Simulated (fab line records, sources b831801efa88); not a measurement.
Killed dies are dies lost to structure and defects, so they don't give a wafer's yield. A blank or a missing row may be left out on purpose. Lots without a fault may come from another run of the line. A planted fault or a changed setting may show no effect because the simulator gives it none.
A struck lot beside a sound one | flow sky130 | 35 steps out of a route of 708
Sound: wafers L537.2, L537.4, L537.5. Struck: wafer L523.2. (L523.3, L523.5 of the same lot were not struck and are left out.) The cause comes at the end.
At each step with rows: each side's tool, then ch and its chambers, then its first start. Under that, the readings that differ: sound wafers | struck wafers | difference of the means | sigmas: that difference in standard deviations of wafers without a fault.
alike: readings whose means differ by less than 2 such deviations, and words and numbers that are the same on both sides. not compared: withheld readings, readings that some wafer has no value for, bounds like >300 that may hide the same value, and numbers for which the record gives no deviation and whose values overlap.
The two part at a step that has a row with sigmas, a row that says differs or no value, or rows on one side only. Numbers that don't overlap but have no deviation are shown without sigmas and don't part them. A reading that every wafer of one side lacks parts them only if that side has two wafers or more.

first, 10 steps without rows for these wafers: SKY_METAL3_PEB_11; SKY_METAL3_DEVELOP_12 (develop time 60 s); SKY_METAL3_DESCUM_15 (chemistry O2, time 8 s); SKY_METAL3_ETCH_16 (etches BARC in N2/H2, stops on SiO2, time 88.2 s, target depth 60 nm); SKY_METAL3_ETCH_17 (etches SiO2 in C4F8/O2/Ar, stops on TiN, time 3.9 s, target depth 15 nm); SKY_METAL3_METAL_ETCH_18 (etches the open film in Cl2/BCl3, stops on SiO2, target depth 845 nm, time 183.1 s); SKY_METAL3_STRIP_19 (strips in O2/N2); SKY_METAL3_STRIP_20 (strips in post etch residue remover, time 1200 s); SKY_METAL3_CLEAN_21 (cleans in IPA, time 180 s); SKY_METAL3_CLEAN_22 (cleans in O3/DIW).
SKY_VIA3_HDPCVD_00: deposits SiO2, target thk 1635 nm, time 272.5 s.
  sound on hdpcvd-02 ch 1,2, day 44 10:28; struck on hdpcvd-02 ch 0,1,2, day 40 04:50
then, 23 steps without rows for these wafers: SKY_VIA3_CMP_02 (polishes SiO2); SKY_VIA3_DEHYDRATE_04 (time 60 s); SKY_VIA3_HMDS_05 (prime time 60 s); SKY_VIA3_COAT_06 (resist thk 60 nm); SKY_VIA3_COAT_07 (resist thk 450 nm); SKY_VIA3_SOFTBAKE_08 (time 90 s); SKY_VIA3_EXPOSE_09 (exposes mask VIM3, target cd 200 nm); SKY_VIA3_PEB_10; SKY_VIA3_DEVELOP_11 (develop time 60 s); SKY_VIA3_ETCH_14 (etches BARC in N2/H2, stops on SiO2, time 45.9 s, target depth 60 nm); SKY_VIA3_ETCH_15 (etches SiO2 in C4F8/O2/Ar, stops on TiN, target depth 507 nm, time 78 s); SKY_VIA3_STRIP_16 (strips in O2/N2); SKY_VIA3_STRIP_17 (strips in post etch residue remover, time 1200 s); SKY_VIA3_CLEAN_18 (cleans in IPA, time 180 s); SKY_VIA3_CLEAN_19 (cleans in O3/DIW); SKY_VIA3_SPUTTER_20 (material TiN, target thk 20 nm, time 80 s); SKY_VIA3_CVD_21 (deposits W, target thk 390 nm, time 117.31 s); SKY_VIA3_CMP_24 (polishes, stops on SiO2, t overpolish 20 s, target thk 0 nm); SKY_METAL4_SPUTTER_00 (material Ti, target thk 15 nm, time 10 s); SKY_METAL4_SPUTTER_01 (material TiN, target thk 20 nm, time 16.7 s); SKY_METAL4_SPUTTER_02 (material AlCu, target thk 735 nm, time 39.1 s); SKY_METAL4_SPUTTER_03 (material Ti, target thk 5 nm, time 3.3 s); SKY_METAL4_SPUTTER_04 (material TiN, target thk 70 nm, time 58.3 s).
-- the record jumps here: 7 days lie between the struck wafers' starts before and after (it left off in module METAL4 and takes up again in module PAD_OPEN, whose first step shown is number 708 of the route) --
SKY_PAD_OPEN_PROBE_99:
  sound on prober-01, day 50 11:21; struck on prober-01, day 47 01:40
  reading                               | sound             | struck | difference | sigmas
  defect_limited_yield (%)              | 79.9 81.7 83.1    | 77.6   | -4.0       | -2
  killed_at_other                       | 0 0 0             | 2      | +2         | +3
  killed_dies                           | 99 90 83          | 110    | +19        | +2
  killed_open                           | 65 57 47          | 36     | -20        | -3
  sort_bin_5_function (%)               | 11.0 9.3 10.0     | 13.8   | +3.7       | +3
  sort_n_pass                           | 393 402 409       | 382    | -19        | -2
  sort_yield_pct (%)                    | 79.9 81.7 83.1    | 77.6   | -4.0       | -2
  model.etest.tester.sort_n_pass        | 393 402 409       | 382    | -19        |
  model.etest.tester.sort_yield_pct (%) | 79.88 81.71 83.13 | 77.64  | -3.93      |
  model.etest.tester.sort_bin_5_pct (%) | 10.98 9.35 9.959  | 13.82  | +3.72      |
  alike: killed_at_M0_to_M3, killed_at_M4_up, killed_at_contacts, killed_at_front_end, killed_short, sort_bin_3_pad_short, sort_bin_6_memory
  not compared: model.etest.tester.sort_bin_3_pct

WHERE THEY PART
Only at SKY_PAD_OPEN_PROBE_99, within this record.

WHY: what the simulator had put in
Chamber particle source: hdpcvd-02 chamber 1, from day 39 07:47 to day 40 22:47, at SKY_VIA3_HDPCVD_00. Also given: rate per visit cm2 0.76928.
